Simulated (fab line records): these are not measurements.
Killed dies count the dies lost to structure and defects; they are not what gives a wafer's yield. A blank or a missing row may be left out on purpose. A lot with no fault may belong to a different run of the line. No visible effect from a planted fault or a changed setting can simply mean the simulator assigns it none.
fab line records | flow gf180mcu | part 1 of 2: steps 1 to 24 of 34
[record] lots = 5 | wafers = 15 | last-day = 34
route steps=602 shown V3@441 M4@456
lots untouched by any fault: they come from a run of this same line in which no faults occurred
start-h: start of the lot's first displayed wafer, in hours after the record's first day | wait-h: hours since the lot's step before | " the same as in the row above | L1.1+2: one row covering several wafers at once | - no value present, or no start provided | * or withheld: withheld | < > ~ a bound
route shown NAME@n: names a module that has steps shown in the file, with the first one's number in the route | usual: average and standard deviation across the fault-free wafers | same: alike in all rows | chamber/n: place in a boat | sites: readings site by site | _std_site: the values' standard deviation | _edge_site: mean of outer sites minus mean of inner sites | radius-mm: for every site, how far away it sits from the centre of the wafer | mask NAME#n: copy n | behind: the most recent tool/chamber to have shaped the wafer | hold: cause of the lot's hold/its duration in hours/its outcome | device: which transistor (n, p or np) failed to switch | end of line: tests run on the same wafers once the route is complete | where a step has no rows: the recipe by itself | killed: count of dies lost to structure and defects at first sort (not the wafer's yield) | map: a wafer's dies, x killed, . not, _ none there
set.NAME: the run value of the setting; set.NAME@STEP: its run value at that earlier step | model.NAME: the simulator's own value behind a step, which no gauge read
lots seen at some steps along the route; tables by step, rows by wafer
services: from which hour (start-h, from the record's first day; less than 0 if before it) a tool's chamber was out of use, for how many hours, and why
[[steps]]
[step GF_V3_PEB_12]
[recipe] peb-temp-c = 135 | peb-time-s = 90 | resist = KrF
[usual] chill-plate-temp-C = 23.01/0.1
lot.wafer | tool           | chamber | start-h | wait-h | chill-plate-temp-C
L079.2    | litho-track-02 | 0       | -       | -      | 23.02
L079.3    | "              | 0       | "       | "      | 23.02
L079.6    | "              | 0       | "       | "      | 23.01
L085.2    | litho-track-03 | 0       | -       | -      | 22.94
L085.3    | "              | 0       | "       | "      | 23.00
L085.4    | "              | 0       | "       | "      | 22.83
L088.2    | litho-track-04 | 0       | -       | -      | 23.24
L088.3    | "              | 0       | "       | "      | 22.90
L088.6    | "              | 0       | "       | "      | 23.17
L094.1    | litho-track-04 | 0       | -       | -      | 23.20
L094.5    | "              | 0       | "       | "      | 23.21
L094.6    | "              | 0       | "       | "      | 23.00
L097.1    | litho-track-03 | 0       | -       | -      | 23.07
L097.4    | "              | 0       | "       | "      | 23.01
L097.5    | "              | 0       | "       | "      | 23.23
[step GF_V3_DEVELOP_13]
[recipe] develop-time-s = 60 | resist = KrF | dev-temp-c = 21
[usual] chill-plate-temp-C = 22.96/0.11
lot.wafer | tool           | chamber | start-h | wait-h | chill-plate-temp-C
L079.2    | litho-track-02 | 0       | 560.83  | 0.2    | 22.93
L079.3    | "              | 0       | "       | "      | 22.98
L079.6    | "              | 0       | "       | "      | 23.04
L085.2    | litho-track-03 | 0       | 613.53  | 0.2    | 23.08
L085.3    | "              | 0       | "       | "      | 22.94
L085.4    | "              | 0       | "       | "      | 22.87
L088.2    | litho-track-04 | 0       | 628.30  | 0.2    | 22.84
L088.3    | "              | 0       | "       | "      | 22.87
L088.6    | "              | 0       | "       | "      | 22.90
L094.1    | litho-track-04 | 0       | 672.97  | 0.2    | 23.00
L094.5    | "              | 0       | "       | "      | 22.90
L094.6    | "              | 0       | "       | "      | 22.77
L097.1    | litho-track-03 | 0       | 686.71  | 0.2    | 22.96
L097.4    | "              | 0       | "       | "      | 23.03
L097.5    | "              | 0       | "       | "      | 22.98
[step GF_V3_CD_MEAS_14]
[recipe] target-cd-nm = 260
[usual] cd-nm = 259.8/1.1
lot.wafer | tool      | chamber | start-h | wait-h | cd-nm
L079.2    | cd-sem-02 | -       | 560.97  | 0.1    | 259.3
L079.3    | "         | -       | "       | "      | 260.5
L079.6    | "         | -       | "       | "      | 260.0
L085.2    | cd-sem-02 | -       | 613.68  | 0.1    | 258.6
L085.3    | "         | -       | "       | "      | 258.9
L085.4    | "         | -       | "       | "      | 259.0
L088.2    | cd-sem-02 | -       | 628.44  | 0.1    | 259.5
L088.3    | "         | -       | "       | "      | 258.3
L088.6    | "         | -       | "       | "      | 259.3
L094.1    | cd-sem-02 | -       | 673.12  | 0.1    | 258.5
L094.5    | "         | -       | "       | "      | 259.8
L094.6    | "         | -       | "       | "      | 259.8
L097.1    | cd-sem-01 | -       | 686.86  | 0.1    | 259.8
L097.4    | "         | -       | "       | "      | 260.0
L097.5    | "         | -       | "       | "      | 259.9
[step GF_V3_OVL_MEAS_15]
[usual] V3_OVL = -2/5.1
lot.wafer | tool       | chamber | start-h | wait-h | V3_OVL[nm]
L079.2    | overlay-02 | -       | 561.08  | 0.1    | -4
L079.3    | "          | -       | "       | "      | 0
L079.6    | "          | -       | "       | "      | 4
L085.2    | overlay-02 | -       | 613.78  | 0.1    | -2
L085.3    | "          | -       | "       | "      | -2
L085.4    | "          | -       | "       | "      | 3
L088.2    | overlay-02 | -       | 628.55  | 0.1    | -2
L088.3    | "          | -       | "       | "      | -9
L088.6    | "          | -       | "       | "      | 1
L094.1    | overlay-01 | -       | 673.24  | 0.1    | 13
L094.5    | "          | -       | "       | "      | 11
L094.6    | "          | -       | "       | "      | -2
L097.1    | overlay-01 | -       | 686.98  | 0.1    | -1
L097.4    | "          | -       | "       | "      | -1
L097.5    | "          | -       | "       | "      | -5
[step GF_V3_ETCH_16]
[recipe] chemistry = N2/H2 | target-depth-a = withheld | overetch-a = withheld | time-s = withheld | target = BARC | ion-energy-ev = 200 | source-w = 500 | bias-w = 100 | pressure-mtorr = 30 | n2-flow-sccm = 100 | h2-flow-sccm = 200
[usual] drypump-motor-current-A = 5.9/0.49 | n2-flow-sccm = 100.0/0.31 | oes-product-au = 0.855/0.0045 | throttle-valve-pct = 13.226/0.0094
lot.wafer | tool        | chamber | start-h | wait-h | drypump-motor-current-A | n2-flow-sccm | oes-product-au | throttle-valve-pct
L079.2    | rie-diel-04 | 0       | 561.11  | 0.0    | 6.1                     | 100.0        | 0.855          | 13.218
L079.3    | "           | 1       | "       | "      | 5.7                     | 100.0        | 0.852          | 13.210
L079.6    | "           | 1       | "       | "      | 5.7                     | 100.1        | 0.852          | 13.235
L085.2    | rie-diel-03 | 0       | 613.81  | 0.0    | 5.3                     | 99.7         | 0.854          | 13.230
L085.3    | "           | 1       | "       | "      | 6.4                     | 99.9         | 0.843          | 13.225
L085.4    | "           | 2       | "       | "      | 5.9                     | 99.9         | 0.849          | 13.214
L088.2    | rie-diel-03 | 2       | 628.58  | 0.0    | 5.9                     | 100.0        | 0.858          | 13.225
L088.3    | "           | 0       | "       | "      | 5.3                     | 100.3        | 0.853          | 13.226
L088.6    | "           | 2       | "       | "      | 5.9                     | 100.0        | 0.856          | 13.224
L094.1    | rie-diel-03 | 0       | 673.28  | 0.0    | 5.4                     | 100.0        | 0.853          | 13.230
L094.5    | "           | 0       | "       | "      | 5.4                     | 100.1        | 0.848          | 13.235
L094.6    | "           | 3       | "       | "      | 6.1                     | 99.9         | 0.851          | 13.228
L097.1    | rie-diel-04 | 2       | 687.01  | 0.0    | 5.5                     | 100.6        | 0.857          | 13.219
L097.4    | "           | 0       | "       | "      | 6.1                     | 100.0        | 0.846          | 13.229
L097.5    | "           | 2       | "       | "      | 5.5                     | 100.5        | 0.851          | 13.213
[step GF_V3_ETCH_17]
[recipe] chemistry = C4F8/O2/Ar | mask-material = KrF | target = SiO2 | stop-on = TiN | source-w = 1500 | bias-w = 1200 | pressure-mtorr = 40 | c4f8-flow-sccm = withheld | O2_flow_sccm = 6 | Ar_flow_sccm = 300 | time-s = withheld | target-depth-a = 6350
[usual] oes-product-au = 0.856/0.0047
lot.wafer | tool        | chamber | start-h | wait-h | oes-product-au
L079.2    | rie-diel-04 | 0       | -       | -      | 0.853
L079.3    | "           | 1       | "       | "      | 0.855
L079.6    | "           | 1       | "       | "      | 0.856
L085.2    | rie-diel-03 | 0       | -       | -      | 0.863
L085.3    | "           | 1       | "       | "      | 0.863
L085.4    | "           | 2       | "       | "      | 0.858
L088.2    | rie-diel-03 | 2       | -       | -      | 0.844
L088.3    | "           | 0       | "       | "      | 0.852
L088.6    | "           | 2       | "       | "      | 0.855
L094.1    | rie-diel-03 | 0       | -       | -      | 0.857
L094.5    | "           | 0       | "       | "      | 0.861
L094.6    | "           | 3       | "       | "      | 0.852
L097.1    | rie-diel-04 | 2       | -       | -      | 0.858
L097.4    | "           | 0       | "       | "      | 0.854
L097.5    | "           | 2       | "       | "      | 0.851
[step GF_V3_STRIP_18]
[recipe] chemistry = O2/N2 | power-w = 1400 | pressure-mtorr = 1500 | platen-temp-c = 250 | o2-flow-sccm = 3000 | n2-flow-sccm = 300 | overash-fraction = 0.5
[usual] drypump-motor-current-A = 5.5/0.61 | heater-power-w = 330/33 | n2-flow-sccm = 299.8/0.85 | oes-product-au = 0.592/0.0052
lot.wafer | tool            | chamber | start-h | wait-h | drypump-motor-current-A | heater-power-w | n2-flow-sccm | oes-product-au | rf-hours-counter-h
L079.2    | plasma-asher-04 | 0       | 561.24  | -      | 4.7                     | 328            | 298.8        | 0.594          | 43
L079.3    | "               | 0       | "       | "      | 4.7                     | 320            | 298.4        | 0.598          | -
L079.6    | "               | 0       | "       | "      | 4.7                     | 329            | 299.7        | 0.590          | -
L085.2    | plasma-asher-04 | 0       | 613.94  | -      | 4.7                     | 329            | 299.9        | 0.594          | 49
L085.3    | "               | 0       | "       | "      | 4.7                     | 330            | 299.9        | 0.585          | -
L085.4    | "               | 1       | "       | "      | 5.8                     | 296            | 299.7        | 0.584          | -
L088.2    | plasma-asher-02 | 1       | 628.71  | -      | 6.7                     | 327            | 298.3        | 0.594          | 102
L088.3    | "               | 0       | "       | "      | 5.2                     | 353            | 299.0        | 0.592          | -
L088.6    | "               | 0       | "       | "      | 5.2                     | 345            | 299.8        | 0.587          | -
L094.1    | plasma-asher-02 | 0       | 673.41  | -      | 5.2                     | 345            | 299.1        | 0.597          | 108
L094.5    | "               | 0       | "       | "      | 5.2                     | 352            | 299.2        | 0.588          | -
L094.6    | "               | 1       | "       | "      | 6.8                     | 342            | 298.9        | 0.580          | -
L097.1    | plasma-asher-01 | 1       | 687.14  | -      | 5.4                     | 305            | 300.1        | 0.589          | 28
L097.4    | "               | 1       | "       | "      | 5.4                     | 301            | 300.0        | 0.590          | -
L097.5    | "               | 0       | "       | "      | 5.6                     | 406            | 300.2        | 0.592          | -
[step GF_V3_STRIP_19]
[recipe] chemistry = post-etch-residue-remover | time-s = 1200 | temp-c = 72.5
lot.wafer  | tool         | chamber | start-h | wait-h
L079.2+3+6 | wet-bench-03 | 2       | 561.34  | 0.1
L085.2+3+4 | wet-bench-03 | 3       | 614.04  | 0.1
L088.2+3+6 | wet-bench-03 | 0       | 628.81  | 0.1
L094.1+5+6 | wet-bench-04 | 3       | 673.51  | 0.1
L097.1+4+5 | wet-bench-03 | 0       | 687.24  | 0.1
[step GF_V3_CLEAN_20]
[recipe] chemistry = DIW | dry = n2-spin
lot.wafer  | tool         | chamber | start-h | wait-h
L079.2+3+6 | wet-bench-04 | 1       | 561.71  | 0.0
L085.2+3+4 | wet-bench-04 | 3       | 614.38  | 0.0
L088.2+3+6 | wet-bench-04 | 3       | 629.15  | 0.0
L094.1+5+6 | wet-bench-01 | 3       | 673.88  | 0.0
L097.1+4+5 | wet-bench-01 | 2       | 687.58  | 0.0
[step GF_V3_SPUTTER_21]
[recipe] material = Ti | target-thk-nm = 15 | chamber-pressure-pa = 5 | power-w = 2500 | substrate-temp-c = 200 | time-s = 80.02
[usual] substrate-temp-c = 199.99/0.14 | throttle-valve-pct = 30.3/1.1
lot.wafer | tool           | chamber | start-h | wait-h | substrate-temp-c | throttle-valve-pct
L079.2    | pvd-sputter-01 | -       | 561.81  | 0.0    | 200.00           | 27.4
L079.3    | "              | -       | "       | "      | 199.84           | 29.4
L079.6    | "              | -       | "       | "      | 199.88           | 30.0
L085.2    | pvd-sputter-03 | -       | 614.48  | 0.0    | 200.01           | 30.6
L085.3    | "              | -       | "       | "      | 199.86           | 30.9
L085.4    | "              | -       | "       | "      | 200.01           | 31.4
L088.2    | pvd-sputter-03 | -       | 629.24  | 0.0    | 199.95           | 31.4
L088.3    | "              | -       | "       | "      | 199.79           | 31.5
L088.6    | "              | -       | "       | "      | 200.12           | 30.3
L094.1    | pvd-sputter-03 | -       | 673.97  | 0.0    | 200.05           | 30.9
L094.5    | "              | -       | "       | "      | 199.97           | 30.9
L094.6    | "              | -       | "       | "      | 200.13           | 31.0
L097.1    | pvd-sputter-01 | -       | 687.68  | 0.0    | 199.99           | 29.5
L097.4    | "              | -       | "       | "      | 200.07           | 29.4
L097.5    | "              | -       | "       | "      | 200.05           | 27.6
[step GF_V3_SPUTTER_22]
[recipe] material = TiN | target-thk-nm = 10 | chamber-pressure-pa = 5 | power-w = 4000 | time-s = 40
[usual] throttle-valve-pct = 30.3/1.1
lot.wafer | tool           | chamber | start-h | wait-h | throttle-valve-pct
L079.2    | pvd-sputter-01 | -       | 561.87  | 0.0    | 27.7
L079.3    | "              | -       | "       | "      | 29.2
L079.6    | "              | -       | "       | "      | 29.7
L085.2    | pvd-sputter-03 | -       | 614.54  | 0.0    | 30.8
L085.3    | "              | -       | "       | "      | 31.3
L085.4    | "              | -       | "       | "      | 31.4
L088.2    | pvd-sputter-03 | -       | 629.30  | 0.0    | 31.1
L088.3    | "              | -       | "       | "      | 31.5
L088.6    | "              | -       | "       | "      | 30.3
L094.1    | pvd-sputter-03 | -       | 674.03  | 0.0    | 31.1
L094.5    | "              | -       | "       | "      | 30.7
L094.6    | "              | -       | "       | "      | 31.1
L097.1    | pvd-sputter-01 | -       | 687.74  | 0.0    | 29.8
L097.4    | "              | -       | "       | "      | 29.1
L097.5    | "              | -       | "       | "      | 27.8
[step GF_V3_CVD_23]
[recipe] material = W | target-thk-nm = 350 | time-s = 104.9 | temp-c = 400 | pressure-torr = 40
[usual] heater-power-w = 926/68
lot.wafer | tool     | chamber | start-h | wait-h | heater-power-w
L079.2    | cvd-w-01 | 1       | 561.91  | 0.0    | 847
L079.3    | "        | 1       | "       | "      | 844
L079.6    | "        | 1       | "       | "      | 839
L085.2    | cvd-w-01 | 1       | 614.58  | 0.0    | 864
L085.3    | "        | 0       | "       | "      | 1010
L085.4    | "        | 1       | "       | "      | 837
L088.2    | cvd-w-02 | 0       | 629.34  | 0.0    | 896
L088.3    | "        | 0       | "       | "      | 912
L088.6    | "        | 1       | "       | "      | 965
L094.1    | cvd-w-02 | 1       | 674.07  | 0.0    | 934
L094.5    | "        | 1       | "       | "      | 936
L094.6    | "        | 0       | "       | "      | 886
L097.1    | cvd-w-01 | 1       | 687.78  | 0.0    | 860
L097.4    | "        | 0       | "       | "      | 1025
L097.5    | "        | 1       | "       | "      | 874
[step GF_V3_RS_MEAS_24]
[recipe] thk-meas-gauge = four-point-probe | reads = W_of_V3_CVD_23+TiN_of_V3_SPUTTER_22+Ti_of_V3_SPUTTER_21
[usual] V3_W_RS = 0.322/0.0066
lot.wafer | tool          | chamber | start-h | wait-h | V3_W_RS[ohm/sq]
L079.2    | film-metro-03 | -       | 562.04  | 0.1    | 0.320
L079.3    | "             | -       | "       | "      | 0.325
L079.6    | "             | -       | "       | "      | 0.325
L085.2    | film-metro-03 | -       | 614.71  | 0.1    | 0.324
L085.3    | "             | -       | "       | "      | 0.305
L085.4    | "             | -       | "       | "      | 0.322
L088.2    | film-metro-03 | -       | 629.47  | 0.1    | 0.313
L088.3    | "             | -       | "       | "      | 0.318
L088.6    | "             | -       | "       | "      | 0.328
L094.1    | film-metro-03 | -       | 674.18  | 0.1    | 0.329
L094.5    | "             | -       | "       | "      | 0.325
L094.6    | "             | -       | "       | "      | 0.326
L097.1    | film-metro-02 | -       | 687.89  | 0.1    | 0.325
L097.4    | "             | -       | "       | "      | 0.312
L097.5    | "             | -       | "       | "      | 0.328
[step GF_V3_THK_MEAS_25]
[recipe] thk-meas-gauge = xrf | reads = W_of_V3_CVD_23
[usual] V3_W_THK = 365/8.5
lot.wafer | tool          | chamber | start-h | wait-h | V3_W_THK[nm]
L079.2    | film-metro-03 | -       | 562.15  | 0.1    | 372
L079.3    | "             | -       | "       | "      | 364
L079.6    | "             | -       | "       | "      | 364
L085.2    | film-metro-03 | -       | 614.82  | 0.1    | 366
L085.3    | "             | -       | "       | "      | 392
L085.4    | "             | -       | "       | "      | 371
L088.2    | film-metro-03 | -       | 629.58  | 0.1    | 370
L088.3    | "             | -       | "       | "      | 367
L088.6    | "             | -       | "       | "      | 358
L094.1    | film-metro-03 | -       | 674.30  | 0.1    | 359
L094.5    | "             | -       | "       | "      | 363
L094.6    | "             | -       | "       | "      | 364
L097.1    | film-metro-02 | -       | 688.01  | 0.1    | 364
L097.4    | "             | -       | "       | "      | 377
L097.5    | "             | -       | "       | "      | 357
[step GF_V3_CMP_26]
[recipe] stop-on = SiO2 | down-force-psi = 3.5 | platen-rpm = 60 | t-overpolish-s = 15 | target-thk-nm = 0 | pad-velocity-m-s = 0.94248
[usual] motor-current-A = 10.7/0.86 | overpolish-run-s = 15.000/0.0085 | slurry-filter-dp-kPa = 13.50/0.15 | time-to-endpoint-s = 86/4.1
lot.wafer | tool   | chamber | start-h | wait-h | motor-current-A | overpolish-run-s | slurry-filter-dp-kPa | time-to-endpoint-s
L079.3    | cmp-01 | 1       | 562.25  | 0.1    | 10.8            | 15.004           | 13.51                | 88
L079.2    | "      | 2       | "       | "      | 11.6            | 15.001           | 13.31                | 81
L079.6    | "      | 0       | "       | "      | 10.0            | 15.016           | 13.86                | 84
L085.4    | cmp-01 | 3       | 614.87  | 0.0    | 9.2             | 14.981           | 13.38                | 83
L085.2    | "      | 0       | "       | "      | 10.4            | 15.004           | 13.57                | 88
L085.3    | "      | 1       | "       | "      | 10.4            | 14.994           | 13.37                | 97
L088.2    | cmp-02 | 2       | 629.73  | 0.1    | 10.8            | 15.004           | 13.57                | 90
L088.3    | "      | 3       | "       | "      | 11.5            | 14.985           | 13.37                | 80
L088.6    | "      | 1       | "       | "      | 11.0            | 15.009           | 13.34                | 85
L094.1    | cmp-01 | 2       | 674.51  | 0.2    | 12.1            | 14.994           | 13.41                | 85
L094.6    | "      | 3       | "       | "      | 8.9             | 14.993           | 13.66                | 81
L094.5    | "      | 0       | "       | "      | 9.8             | 14.999           | 13.60                | 86
L097.1    | cmp-01 | 0       | 688.12  | 0.1    | 10.1            | 14.996           | 13.26                | 84
L097.4    | "      | 2       | "       | "      | 11.8            | 14.985           | 13.65                | 84
L097.5    | "      | 3       | "       | "      | 9.0             | 15.004           | 13.33                | 81
[step GF_M4_SPUTTER_00]
[recipe] material = Ti | target-thk-nm = 37.5 | arriving-ion-energy-ev = 80 | substrate-temp-c = 200 | chamber-pressure-pa = 2 | power-w = 4000 | time-s = 150
[usual] substrate-temp-c = 199.99/0.15 | throttle-valve-pct = 29.8/1.2
lot.wafer | tool           | chamber | start-h | wait-h | substrate-temp-c | throttle-valve-pct
L079.2    | pvd-sputter-02 | -       | 562.50  | 0.1    | 200.13           | 28.1
L079.3    | "              | -       | "       | "      | 200.07           | 29.6
L079.6    | "              | -       | "       | "      | 200.04           | 30.5
L085.2    | pvd-sputter-02 | -       | 615.17  | 0.2    | 200.25           | 29.4
L085.3    | "              | -       | "       | "      | 200.24           | 30.3
L085.4    | "              | -       | "       | "      | 199.86           | 31.2
L088.2    | pvd-sputter-02 | -       | 629.93  | 0.1    | 200.16           | 29.3
L088.3    | "              | -       | "       | "      | 200.12           | 30.6
L088.6    | "              | -       | "       | "      | 199.87           | 28.1
L094.1    | pvd-sputter-01 | -       | 674.66  | 0.1    | 200.00           | 29.2
L094.5    | "              | -       | "       | "      | 200.13           | 30.1
L094.6    | "              | -       | "       | "      | 199.87           | 29.1
L097.1    | pvd-sputter-03 | -       | 688.37  | 0.2    | 200.11           | 31.2
L097.4    | "              | -       | "       | "      | 200.11           | 31.5
L097.5    | "              | -       | "       | "      | 200.09           | 30.9
[step GF_M4_SPUTTER_01]
[recipe] material = TiN | target-thk-nm = 30 | power-w = 6500 | time-s = 25 | chamber-pressure-pa = 0.4
[usual] throttle-valve-pct = 29.8/1.2
lot.wafer | tool           | chamber | start-h | wait-h | throttle-valve-pct
L079.2    | pvd-sputter-02 | -       | 562.60  | 0.1    | 28.0
L079.3    | "              | -       | "       | "      | 29.5
L079.6    | "              | -       | "       | "      | 30.3
L085.2    | pvd-sputter-02 | -       | 615.27  | 0.1    | 29.6
L085.3    | "              | -       | "       | "      | 30.4
L085.4    | "              | -       | "       | "      | 30.9
L088.2    | pvd-sputter-02 | -       | 630.03  | 0.1    | 29.5
L088.3    | "              | -       | "       | "      | 30.4
L088.6    | "              | -       | "       | "      | 27.9
L094.1    | pvd-sputter-01 | -       | 674.76  | 0.1    | 29.2
L094.5    | "              | -       | "       | "      | 29.9
L094.6    | "              | -       | "       | "      | 29.5
L097.1    | pvd-sputter-03 | -       | 688.47  | 0.1    | 31.0
L097.4    | "              | -       | "       | "      | 31.5
L097.5    | "              | -       | "       | "      | 31.0
[step GF_M4_SPUTTER_02]
[recipe] material = AlCu | target-thk-nm = 450 | power-w = 10600 | time-s = 23.9 | chamber-pressure-pa = 0.4
[usual] throttle-valve-pct = 29.8/1.2
lot.wafer | tool           | chamber | start-h | wait-h | throttle-valve-pct
L079.2    | pvd-sputter-02 | -       | 562.63  | 0.0    | 27.9
L079.3    | "              | -       | "       | "      | 29.2
L079.6    | "              | -       | "       | "      | 30.1
L085.2    | pvd-sputter-02 | -       | 615.30  | 0.0    | 29.1
L085.3    | "              | -       | "       | "      | 30.7
L085.4    | "              | -       | "       | "      | 30.7
L088.2    | pvd-sputter-02 | -       | 630.06  | 0.0    | 29.2
L088.3    | "              | -       | "       | "      | 30.5
L088.6    | "              | -       | "       | "      | 28.1
L094.1    | pvd-sputter-01 | -       | 674.79  | 0.0    | 29.3
L094.5    | "              | -       | "       | "      | 29.9
L094.6    | "              | -       | "       | "      | 29.3
L097.1    | pvd-sputter-03 | -       | 688.50  | 0.0    | 31.0
L097.4    | "              | -       | "       | "      | 31.3
L097.5    | "              | -       | "       | "      | 31.0
[step GF_M4_SPUTTER_03]
[recipe] material = Ti | target-thk-nm = 10 | substrate-temp-c = 300 | chamber-pressure-pa = 0.3 | power-w = 3000 | time-s = 6.7
[usual] substrate-temp-c = 299.99/0.2 | throttle-valve-pct = 29.8/1.2
lot.wafer | tool           | chamber | start-h | wait-h | substrate-temp-c | throttle-valve-pct
L079.2    | pvd-sputter-02 | -       | 562.66  | 0.0    | 299.74           | 27.9
L079.3    | "              | -       | "       | "      | 299.82           | 29.4
L079.6    | "              | -       | "       | "      | 299.97           | 30.4
L085.2    | pvd-sputter-02 | -       | 615.33  | 0.0    | 300.65           | 29.4
L085.3    | "              | -       | "       | "      | 299.78           | 30.5
L085.4    | "              | -       | "       | "      | 300.06           | 31.1
L088.2    | pvd-sputter-02 | -       | 630.09  | 0.0    | 300.38           | 29.2
L088.3    | "              | -       | "       | "      | 299.95           | 30.3
L088.6    | "              | -       | "       | "      | 299.63           | 28.0
L094.1    | pvd-sputter-01 | -       | 674.82  | 0.0    | 300.04           | 29.1
L094.5    | "              | -       | "       | "      | 299.65           | 29.9
L094.6    | "              | -       | "       | "      | 299.74           | 29.3
L097.1    | pvd-sputter-03 | -       | 688.53  | 0.0    | 299.81           | 31.2
L097.4    | "              | -       | "       | "      | 299.89           | 31.7
L097.5    | "              | -       | "       | "      | 299.64           | 31.0
[step GF_M4_SPUTTER_04]
[recipe] material = TiN | target-thk-nm = 50 | power-w = 6500 | time-s = 41.7 | chamber-pressure-pa = 0.4
[usual] throttle-valve-pct = 29.8/1.2
lot.wafer | tool           | chamber | start-h | wait-h | throttle-valve-pct
L079.2    | pvd-sputter-02 | -       | 562.68  | 0.0    | 28.0
L079.3    | "              | -       | "       | "      | 29.3
L079.6    | "              | -       | "       | "      | 30.4
L085.2    | pvd-sputter-02 | -       | 615.35  | 0.0    | 29.4
L085.3    | "              | -       | "       | "      | 30.4
L085.4    | "              | -       | "       | "      | 31.0
L088.2    | pvd-sputter-02 | -       | 630.11  | 0.0    | 29.2
L088.3    | "              | -       | "       | "      | 30.6
L088.6    | "              | -       | "       | "      | 28.0
L094.1    | pvd-sputter-01 | -       | 674.84  | 0.0    | 29.6
L094.5    | "              | -       | "       | "      | 30.0
L094.6    | "              | -       | "       | "      | 29.2
L097.1    | pvd-sputter-03 | -       | 688.55  | 0.0    | 31.1
L097.4    | "              | -       | "       | "      | 31.4
L097.5    | "              | -       | "       | "      | 31.1
[step GF_M4_RS_MEAS_05]
[recipe] thk-meas-gauge = four-point-probe | reads = TiN_of_M4_SPUTTER_04+Ti_of_M4_SPUTTER_03+AlCu_of_M4_SPUTTER_02+TiN_of_M4_SPUTTER_01+Ti_of_M4_SPUTTER_00
[usual] M4_ALCU_RS = 0.0696/0.001
lot.wafer | tool          | chamber | start-h | wait-h | M4_ALCU_RS[ohm/sq]
L079.2    | film-metro-02 | -       | 562.74  | 0.0    | 0.0688
L079.3    | "             | -       | "       | "      | 0.0711
L079.6    | "             | -       | "       | "      | 0.0717
L085.2    | film-metro-02 | -       | 615.41  | 0.0    | 0.0698
L085.3    | "             | -       | "       | "      | 0.0704
L085.4    | "             | -       | "       | "      | 0.0689
L088.2    | film-metro-01 | -       | 630.17  | 0.0    | 0.0705
L088.3    | "             | -       | "       | "      | 0.0704
L088.6    | "             | -       | "       | "      | 0.0692
L094.1    | film-metro-04 | -       | 674.88  | 0.0    | 0.0699
L094.5    | "             | -       | "       | "      | 0.0701
L094.6    | "             | -       | "       | "      | 0.0691
L097.1    | film-metro-02 | -       | 688.59  | 0.0    | 0.0702
L097.4    | "             | -       | "       | "      | 0.0685
L097.5    | "             | -       | "       | "      | 0.0700
[step GF_M4_THK_MEAS_06]
[recipe] thk-meas-gauge = xrf | reads = AlCu_of_M4_SPUTTER_02
[usual] M4_ALCU_THK = 440/6.8
lot.wafer | tool          | chamber | start-h | wait-h | M4_ALCU_THK[nm]
L079.2    | film-metro-02 | -       | 562.85  | 0.1    | 445
L079.3    | "             | -       | "       | "      | 432
L079.6    | "             | -       | "       | "      | 428
L085.2    | film-metro-02 | -       | 615.52  | 0.1    | 444
L085.3    | "             | -       | "       | "      | 440
L085.4    | "             | -       | "       | "      | 448
L088.2    | film-metro-01 | -       | 630.28  | 0.1    | 434
L088.3    | "             | -       | "       | "      | 440
L088.6    | "             | -       | "       | "      | 443
L094.1    | film-metro-04 | -       | 675.00  | 0.1    | 437
L094.5    | "             | -       | "       | "      | 434
L094.6    | "             | -       | "       | "      | 441
L097.1    | film-metro-02 | -       | 688.71  | 0.1    | 439
L097.4    | "             | -       | "       | "      | 447
L097.5    | "             | -       | "       | "      | 439
[step GF_M4_DEHYDRATE_07]
[recipe] temp-c = 200 | time-s = 60
[usual] chill-plate-temp-C = 23.01/0.082
lot.wafer | tool           | chamber | start-h | wait-h | chill-plate-temp-C
L079.2    | litho-track-04 | 0       | 572.55  | 9.7    | 22.99
L079.3    | "              | 0       | "       | "      | 22.94
L079.6    | "              | 0       | "       | "      | 22.84
L085.2    | litho-track-03 | 0       | 625.48  | 10.0   | 22.87
L085.3    | "              | 0       | "       | "      | 22.91
L085.4    | "              | 0       | "       | "      | 23.02
L088.2    | litho-track-04 | 0       | 639.70  | 9.4    | 23.06
L088.3    | "              | 0       | "       | "      | 23.03
L088.6    | "              | 0       | "       | "      | 23.02
L094.1    | litho-track-04 | 0       | 683.52  | 8.5    | 22.93
L094.5    | "              | 0       | "       | "      | 22.96
L094.6    | "              | 0       | "       | "      | 22.95
L097.1    | litho-track-01 | 0       | 697.75  | 9.0    | 22.86
L097.4    | "              | 0       | "       | "      | 23.03
L097.5    | "              | 0       | "       | "      | 22.88
[step GF_M4_HMDS_08]
[recipe] prime-time-s = 60 | prime-temp-c = 120
[usual] chill-plate-temp-C = 22.99/0.1
lot.wafer | tool           | chamber | start-h | wait-h | chill-plate-temp-C
L079.2    | litho-track-04 | 0       | 572.70  | 0.1    | 23.03
L079.3    | "              | 0       | "       | "      | 22.97
L079.6    | "              | 0       | "       | "      | 22.95
L085.2    | litho-track-03 | 0       | 625.63  | 0.1    | 22.99
L085.3    | "              | 0       | "       | "      | 22.88
L085.4    | "              | 0       | "       | "      | 23.07
L088.2    | litho-track-04 | 0       | 639.85  | 0.1    | 23.14
L088.3    | "              | 0       | "       | "      | 23.19
L088.6    | "              | 0       | "       | "      | 23.13
L094.1    | litho-track-04 | 0       | 683.67  | 0.1    | 23.05
L094.5    | "              | 0       | "       | "      | 23.11
L094.6    | "              | 0       | "       | "      | 23.03
L097.1    | litho-track-01 | 0       | 697.90  | 0.1    | 23.02
L097.4    | "              | 0       | "       | "      | 22.82
L097.5    | "              | 0       | "       | "      | 22.90
